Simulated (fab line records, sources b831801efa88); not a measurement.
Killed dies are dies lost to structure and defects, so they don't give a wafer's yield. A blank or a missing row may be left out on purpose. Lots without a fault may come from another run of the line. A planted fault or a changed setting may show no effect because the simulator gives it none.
A struck lot beside a sound one | flow gf180mcu | 43 steps out of a route of 602
Sound: wafers L323.3, L323.4, L323.6. Struck: wafers L332.2, L332.3, L332.6. The cause comes at the end.
At each step with rows: each side's tool, then ch and its chambers, then its first start. Under that, the readings that differ: sound wafers | struck wafers | difference of the means | sigmas: that difference in standard deviations of wafers without a fault.
alike: readings whose means differ by less than 2 such deviations, and words and numbers that are the same on both sides. not compared: withheld readings, readings that some wafer has no value for, bounds like >300 that may hide the same value, and numbers for which the record gives no deviation and whose values overlap.
The two part at a step that has a row with sigmas, a row that says differs or no value, or rows on one side only. Numbers that don't overlap but have no deviation are shown without sigmas and don't part them. A reading that every wafer of one side lacks parts them only if that side has two wafers or more.

GF_SAB_THK_MEAS_01:
  sound on film_metro-02, day 16 07:29; struck on film_metro-02, day 19 13:25
  alike: SAB_CVD_00_THK
then, 7 steps without rows for these wafers: GF_SAB_DEHYDRATE_02 (time 60 s); GF_SAB_HMDS_03 (prime time 60 s); GF_SAB_COAT_04 (resist thk 1013 nm); GF_SAB_SOFTBAKE_05 (time 60 s); GF_SAB_EXPOSE_06 (exposes mask SAB, target cd 420 nm); GF_SAB_PEB_07; GF_SAB_DEVELOP_08 (develop time 60 s).
GF_SAB_CD_MEAS_09: target cd 420 nm.
  sound on cd_sem-02, day 17 05:53; struck on cd_sem-02, day 20 13:49
  alike: cd_nm
GF_SAB_OVL_MEAS_10:
  sound on overlay-01, day 17 05:58; struck on overlay-01, day 20 13:55
  alike: SAB_OVL
then, 2 steps without rows for these wafers: GF_SAB_ETCH_11 (etches SiO2 in C4F8/O2/Ar, target depth 55 nm, time 8.5 s); GF_SAB_WET_ETCH_12 (etches SiO2 in dHF, target depth 22 nm, time 440 s).
GF_SAB_STRIP_13: strips in O2/N2.
  sound on plasma_asher-02 ch 0,1, day 17 06:11; struck on plasma_asher-02 ch 1, day 20 14:05
  alike: drypump_motor_current_A, heater_power_w, oes_product_au, strip_time_to_endpoint_s
  not compared: rf_hours_counter_h
then, 2 steps without rows for these wafers: GF_SALICIDE_CLEAN_00 (cleans in SC1/SC2, time 150 s); GF_SALICIDE_WET_ETCH_01 (etches SiO2 in dHF, target depth 5 nm, time 100 s).
GF_SALICIDE_SPUTTER_02: material Co, target thk 10 nm, time 20 s.
  sound on pvd_sputter-04, day 17 06:20; struck on pvd_sputter-02, day 20 14:17
  alike: chamber_pressure_pa, throttle_valve_pct
GF_SALICIDE_SPUTTER_03: material TiN, target thk 20 nm, time 16.7 s.
  sound on pvd_sputter-04, day 17 06:22; struck on pvd_sputter-02, day 20 14:19
  alike: chamber_pressure_pa, throttle_valve_pct
GF_SALICIDE_RS_MEAS_04: measures by four-point-probe.
  sound on film_metro-04, day 17 06:26; struck on film_metro-03, day 20 14:22
  alike: SALICIDE_TIN_RS
GF_SALICIDE_THK_MEAS_05: measures by xrf.
  sound on film_metro-04, day 17 06:32; struck on film_metro-03, day 20 14:28
  alike: SALICIDE_TIN_THK
then, 4 steps without rows for these wafers: GF_SALICIDE_RTA_06 (time 30 s); GF_SALICIDE_WET_ETCH_07 (etches the open film in SPM, target depth 120 nm); GF_SALICIDE_RTA_08 (time 30 s); GF_CONTACT_CVD_00 (deposits SiO2, target thk 300 nm, time 50 s).
GF_CONTACT_THK_MEAS_01:
  sound on film_metro-03, day 17 06:55; struck on film_metro-04, day 20 14:52
  alike: CONTACT_CVD_00_THK
GF_CONTACT_CVD_02: deposits SiO2 from TEOS, target thk 860 nm, time 95.992 s.
  sound on pecvd-02 ch 1,2, day 17 06:58; struck on pecvd-02 ch 0,1,2, day 20 14:55
  alike: heater_power_outer_w, heater_power_w
  not compared: since_wet_clean_h
GF_CONTACT_THK_MEAS_03:
  sound on film_metro-04, day 17 07:03; struck on film_metro-04, day 20 15:00
  alike: CONTACT_CVD_02_THK
GF_CONTACT_CMP_04: polishes SiO2.
  sound on cmp-01 ch 2,3, day 17 07:05; struck on cmp-01 ch 0,2, day 20 15:03
  alike: motor_current_A, platen_rpm, time_to_endpoint_s
GF_CONTACT_BOW_MEAS_05:
  sound on film_metro-03, day 17 07:26; struck on film_metro-03, day 20 15:22
  alike: CONTACT_BOW
then, 8 steps without rows for these wafers: GF_CONTACT_DEHYDRATE_06 (time 60 s); GF_CONTACT_HMDS_07 (prime time 60 s); GF_CONTACT_COAT_08; GF_CONTACT_COAT_09 (resist thk 1000 nm); GF_CONTACT_SOFTBAKE_10 (time 60 s); GF_CONTACT_EXPOSE_11 (exposes mask Contact, target cd 220 nm); GF_CONTACT_PEB_12 (peb time 90 s); GF_CONTACT_DEVELOP_13 (develop time 60 s).
GF_CONTACT_CD_MEAS_14: target cd 220 nm.
  sound on cd_sem-01, day 18 06:47; struck on cd_sem-01, day 21 15:08
  alike: cd_nm
GF_CONTACT_OVL_MEAS_15:
  sound on overlay-02, day 18 06:52; struck on overlay-01, day 21 15:14
  alike: CONTACT_OVL
then, 1 step without rows for these wafers: GF_CONTACT_ETCH_16 (etches BARC in N2/H2).
GF_CONTACT_ETCH_17: etches SiO2 in C4F8/O2/Ar, stops on CoSi2, target depth 860 nm.
  sound on rie_diel-02 ch 0,1,2; struck on rie_diel-02 ch 1,2
  alike: oes_product_au
then, 2 steps without rows for these wafers: GF_CONTACT_STRIP_18 (strips in O2/N2); GF_CONTACT_CLEAN_19 (cleans in SPM).
-- the record jumps here: 12 days lie between the struck wafers' starts before and after (it left off in module CONTACT and takes up again in module PASSIVATION, whose first step shown is number 602 of the route) --
GF_PASSIVATION_PROBE_99:
  the record has rows for the struck wafers here (prober-02, day 33 05:20) and none for the sound ones

WHERE THEY PART
Only at GF_PASSIVATION_PROBE_99, within this record.

WHY: what the simulator had put in
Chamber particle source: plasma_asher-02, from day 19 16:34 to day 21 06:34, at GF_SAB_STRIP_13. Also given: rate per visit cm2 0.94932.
